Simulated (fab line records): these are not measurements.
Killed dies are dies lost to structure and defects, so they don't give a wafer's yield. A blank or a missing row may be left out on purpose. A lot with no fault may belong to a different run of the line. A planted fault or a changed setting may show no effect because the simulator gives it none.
Problem report in the 8D (eight disciplines) form, filled by code / flow gf180mcu / the parts of the form that need people (team, actions taken, sign-off) are left out

1. WHAT IS WRONG
Across 9 wafers from 3 lots, V4_CVD_00_THK at GF_V4_THK_MEAS_01 averages 896 nm, while fault-free wafers read 599 nm with a standard deviation of 5.6. Measured from the usual mean, that is +53 standard deviations.
The first sign was on wafer L559.3 at day 29 03:44, on film metro-02. At this step, 42 wafers from 14 lots have a number in the record. By rule, "out" or "out of limits" means more than 4 standard deviations away from the usual mean. The other wafers with a number count as sound.

2. WHAT IT IS; WHAT IT IS NOT
question=which readings at this step | is=V4_CVD_00_THK | is not=-
question=which lots | is=L559, L560, L561 | is not=L542, L543, L546, L547, L549, L551, L552, L553, L556, L564, L565
question=which wafers of those lots | is=all that have a number | is not=-
question=read on which gauges | is=film metro-02, film metro-04 | is not=film metro-03
question=when | is=from day 29 03:44 | is not=up to then (27 sound wafers); but 6 sound wafers of L564, L565 came after

3. THE SUSPECTS, EACH WITH WHAT RULES IT OUT
Counting: any tool at a process step up to the reading is kept as a suspect provided that every lot that is out went through it and no sound lot did after the first of them.
- the gauge at GF_V4_THK_MEAS_01 is ruled out. 2 gauges (film metro-02, film metro-04) read the wafers that are out.
- hdpcvd-01 at GF_V4_CVD_00 (deposits SiO2, target thk 600 nm, time 100 s): kept. All lots that are out passed through it, beginning with L559 at day 29 03:38, and no sound lot followed; its final sound lot before that point was L556 at day 28 08:50. Its own sih4 flow sccm readings are out on those wafers.
Remaining after the count: hdpcvd-01 at GF_V4_CVD_00.

4. THE CAUSE (what the simulator had put in)
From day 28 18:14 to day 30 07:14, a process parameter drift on hdpcvd-01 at GF_V4_CVD_00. A move of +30 in setting sih4 flow sccm, from 60. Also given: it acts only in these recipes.
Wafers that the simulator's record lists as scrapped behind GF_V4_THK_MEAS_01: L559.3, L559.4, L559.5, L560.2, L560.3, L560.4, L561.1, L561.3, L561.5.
The count eliminated every tool but this one.

5. SEQUENCE OF EFFECTS, ordered by route
Each row: a reading where the mean over the struck wafers with a number is more than 3 standard deviations away from the usual. Only readings for which the record gives a usual standard deviation are gone through. hours: the time from each lot's start at the first step in this table that gives one to its start at this step, as a median over the lots. sigmas: the change in usual standard deviations.
hours=0; step=GF_V4_CVD_00; reading=sih4 flow sccm; usual=60.01 sccm; on struck wafers=90.04; change=+30.03; sigmas=+99 or more
hours=0; step=GF_V4_THK_MEAS_01; reading=V4_CVD_00_THK; usual=599 nm; on struck wafers=896; change=+297; sigmas=+53
It contains these process steps:
- GF_V4_CVD_00: deposits SiO2, target thk 600 nm, time 100 s.

6. HOW IT WOULD HAVE BEEN CAUGHT EARLIER
10 hours passed between the start of the fault at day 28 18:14 and the first reading out of limits at a measuring or inspecting step in this record, taken at day 29 03:44.
The tool's own readings at GF_V4_CVD_00 were out on every struck wafer that the step has a row for (sih4 flow sccm): an alarm limit on them would have fired on the first of those.
L560, L561, from the lots that are out (3), started GF_V4_CVD_00 on hdpcvd-01 later than day 29 03:44. A hold on the tool at that time would have spared those 2.
